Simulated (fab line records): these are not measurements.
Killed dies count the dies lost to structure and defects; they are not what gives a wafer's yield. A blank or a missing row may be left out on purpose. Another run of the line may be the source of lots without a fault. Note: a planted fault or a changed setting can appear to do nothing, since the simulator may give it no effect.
Which tool was responsible?    flow sky130    11 lots with 33 wafers sampled at 6 steps, on a route of 708 steps

## WHAT THE GAUGES SHOWED, per wafer
SKY_NWELL_TW_MEAS_15.
lot   measured      on             NWELL_TW
L361  day 4 22:18   film_metro-03  1808 1824 1829
L363  day 5 12:12   film_metro-04  1796 1787 1778
L365  day 5 23:02   film_metro-04  1792 1779 1784
L366  day 6 01:13   film_metro-01  1837 1835 1835
L369  day 6 19:44   film_metro-03  1811 1815 1812
L370  day 6 23:47   film_metro-01  1832 1843 1843
L371  day 7 04:53   film_metro-04  1783 1789 1798
L374  day 8 05:14   film_metro-03  2258 2264 2255 2270 2264 2261
L380  day 9 10:24   film_metro-03  1806 1821 1813
L381  day 9 17:56   film_metro-03  2245 2258 2252 2252 2252 2266
L383  day 10 08:59  film_metro-04  1786 1787 1778

SKY_NWELL_RS_MEAS_29: measurement is done with a four-point probe.
lot   measured      on             NWELL_RS (ohm/sq)
L361  day 5 16:43   film_metro-03  623.7 623.3 625.1
L363  day 6 07:46   film_metro-01  626.0 626.6 625.6
L365  day 6 18:08   film_metro-04  624.6 623.5 625.2
L366  day 6 20:58   film_metro-03  626.1 624.0 626.5
L369  day 7 16:02   film_metro-03  625.8 625.6 627.8
L370  day 7 19:55   film_metro-04  623.5 623.7 623.4
L371  day 8 01:29   film_metro-01  623.2 622.9 622.7
L374  day 9 02:02   film_metro-04  430.3 429.3 430.0 430.1 428.7 429.5
L380  day 10 08:00  film_metro-03  626.6 626.1 626.1
L381  day 10 15:23  film_metro-01  431.2 430.7 430.1 431.5 430.4 429.7
L383  day 11 06:40  film_metro-04  623.8 624.6 624.0

## WHAT TOOL EACH LOT RAN ON (gives the tool, then ch and the chambers of the sampled wafers, and finally the start)
lot   SKY_FIELD_ISO_ETCH_15              SKY_FIELD_ISO_STRIP_16               SKY_NWELL_IMPLANT_11             SKY_NWELL_STRIP_14
L361  rie_diel-01 ch 0,3, day 2 13:09    plasma_asher-01 ch 0,1, day 2 13:14  implanter-02 ch 0, day 4 21:45   plasma_asher-02 ch 0,1, day 4 22:12
L363  rie_diel-01 ch 0,2,3, day 2 23:04  plasma_asher-01 ch 0,1, day 2 23:08  implanter-01 ch 0, day 5 11:39   plasma_asher-04 ch 0,1, day 5 12:06
L365  rie_diel-03 ch 0,2,3, day 3 07:50  plasma_asher-02 ch 0,1, day 3 07:54  implanter-04 ch 0, day 5 22:31   plasma_asher-04 ch 0, day 5 22:56
L366  rie_diel-01 ch 2,3, day 3 11:53    plasma_asher-02 ch 0,1, day 3 11:57  implanter-02 ch 0, day 6 00:41   plasma_asher-03 ch 0,1, day 6 01:06
L369  rie_diel-02 ch 2,3, day 4 04:51    plasma_asher-01 ch 0,1, day 4 04:55  implanter-04 ch 0, day 6 19:13   plasma_asher-03 ch 0,1, day 6 19:38
L370  rie_diel-03 ch 0,1, day 4 08:04    plasma_asher-02 ch 0,1, day 4 08:09  implanter-01 ch 0, day 6 23:17   plasma_asher-02 ch 0,1, day 6 23:41
L371  rie_diel-02 ch 0,1,3, day 4 13:43  plasma_asher-03 ch 0, day 4 13:47    implanter-04 ch 0, day 7 04:22   plasma_asher-02 ch 0,1, day 7 04:47
L374  rie_diel-03 ch 1,2,3, day 5 06:28  plasma_asher-02 ch 0,1, day 5 06:32  implanter-04 ch 0, day 8 04:06   plasma_asher-04 ch 0,1, day 8 05:08
L380  rie_diel-02 ch 1,2,3, day 6 13:04  plasma_asher-03 ch 0,1, day 6 13:10  implanter-01 ch 0, day 9 09:53   plasma_asher-02 ch 0,1, day 9 10:19
L381  rie_diel-02 ch 0,3, day 6 20:04    plasma_asher-01 ch 0,1, day 6 20:08  implanter-01 ch 0, day 9 17:05   plasma_asher-04 ch 1, day 9 17:49
L383  rie_diel-02 ch 0,1,3, day 7 07:22  plasma_asher-03 ch 0,1, day 7 07:26  implanter-04 ch 0, day 10 08:26  plasma_asher-04 ch 0,1, day 10 08:53
- SKY_FIELD_ISO_ETCH_15: etches the open film in CHF3/O2, stops on Si, target depth 180 nm, time 72 s.
- SKY_FIELD_ISO_STRIP_16: strips in O2/N2.
- SKY_NWELL_IMPLANT_11
- SKY_NWELL_STRIP_14: strips in O2/N2.

## WHAT THE TOOLS THEMSELVES READ (means of the sampled wafers that have a number; where no wafer has one, the mark that the record gives instead)
SKY_FIELD_ISO_ETCH_15.
lot   tool         drypump_motor_current_A (A)  oes_product_au (a.u.)  throttle_valve_pct (%)
L361  rie_diel-01  5.3                          0.945                  8.845
L363  rie_diel-01  5.5                          0.939                  8.847
L365  rie_diel-03  5.8                          0.947                  8.856
L366  rie_diel-01  5.8                          0.947                  8.839
L369  rie_diel-02  5.5                          0.955                  8.848
L370  rie_diel-03  5.4                          0.944                  8.853
L371  rie_diel-02  5.6                          0.952                  8.840
L374  rie_diel-03  6.1                          0.944                  8.851
L380  rie_diel-02  5.7                          0.944                  8.853
L381  rie_diel-02  5.8                          0.945                  8.841
L383  rie_diel-02  5.7                          0.951                  8.851

SKY_FIELD_ISO_STRIP_16.
lot   tool             drypump_motor_current_A (A)  oes_product_au (a.u.)  strip_time_to_endpoint_s (s)
L361  plasma_asher-01  5.6                          0.383                  3.59
L363  plasma_asher-01  5.7                          0.382                  3.57
L365  plasma_asher-02  6.5                          0.375                  3.55
L366  plasma_asher-02  6.1                          0.377                  3.53
L369  plasma_asher-01  5.7                          0.378                  3.59
L370  plasma_asher-02  6.1                          0.381                  3.55
L371  plasma_asher-03  5.7                          0.379                  3.54
L374  plasma_asher-02  6.4                          0.377                  3.49
L380  plasma_asher-03  5.7                          0.378                  3.55
L381  plasma_asher-01  5.7                          0.386                  3.60
L383  plasma_asher-03  5.7                          0.374                  3.55

SKY_NWELL_IMPLANT_11.
lot   tool          beam_on_s (s)
L361  implanter-02  9.96
L363  implanter-01  9.98
L365  implanter-04  10.15
L366  implanter-02  10.04
L369  implanter-04  10.04
L370  implanter-01  10.18
L371  implanter-04  9.77
L374  implanter-04  10.23
L380  implanter-01  10.07
L381  implanter-01  10.05
L383  implanter-04  9.85

SKY_NWELL_STRIP_14.
lot   tool             drypump_motor_current_A (A)  oes_product_au (a.u.)  strip_time_to_endpoint_s (s)
L361  plasma_asher-02  6.1                          0.720                  36.86
L363  plasma_asher-04  5.7                          0.722                  37.01
L365  plasma_asher-04  6.0                          0.726                  36.92
L366  plasma_asher-03  5.7                          0.724                  36.92
L369  plasma_asher-03  5.7                          0.722                  37.00
L370  plasma_asher-02  6.5                          0.718                  36.87
L371  plasma_asher-02  6.4                          0.726                  36.94
L374  plasma_asher-04  5.8                          0.723                  37.03
L380  plasma_asher-02  6.5                          0.722                  36.84
L381  plasma_asher-04  5.4                          0.720                  36.97
L383  plasma_asher-04  5.6                          0.724                  36.87

## THE ANSWER, worked out from the rows above alone
Rule: the usual values come from the lots themselves. Put in order of their means at a reading, lots are off if they are a third of the lots or fewer, leave a main group of 4 or more, and stand apart from it by a gap of 3 or more times the standard deviation of the main group's means; of several such gaps the widest counts. If all means in a main group match to the digits the tables above print for the reading, that group is not used. Also off: a lot with no number at a reading for which 4 or more lots have one. Where the step has rows for the other lots, those lots are counted as sound. The gauges are gone through in route order, then the tools' own readings, and for those a lot's mean is taken as printed above. At the first step where some lot is off, the reading lying furthest off is the one used; lots without a number count as furthest.
Off: at SKY_NWELL_TW_MEAS_15 (NWELL_TW), L374, L381. The main group has a mean of 1807 with a standard deviation of 21.
If a tool, at a process step before that reading, ran all the lots that are off and no sound lot after the first of them, it fits. Not tried: the gauges at SKY_NWELL_TW_MEAS_15; whatever is off there is also off at SKY_NWELL_RS_MEAS_29, on other tools, and gauge error can't account for it. Not one of the candidates tried fits.

## WHAT WAS PUT IN BY THE SIMULATOR
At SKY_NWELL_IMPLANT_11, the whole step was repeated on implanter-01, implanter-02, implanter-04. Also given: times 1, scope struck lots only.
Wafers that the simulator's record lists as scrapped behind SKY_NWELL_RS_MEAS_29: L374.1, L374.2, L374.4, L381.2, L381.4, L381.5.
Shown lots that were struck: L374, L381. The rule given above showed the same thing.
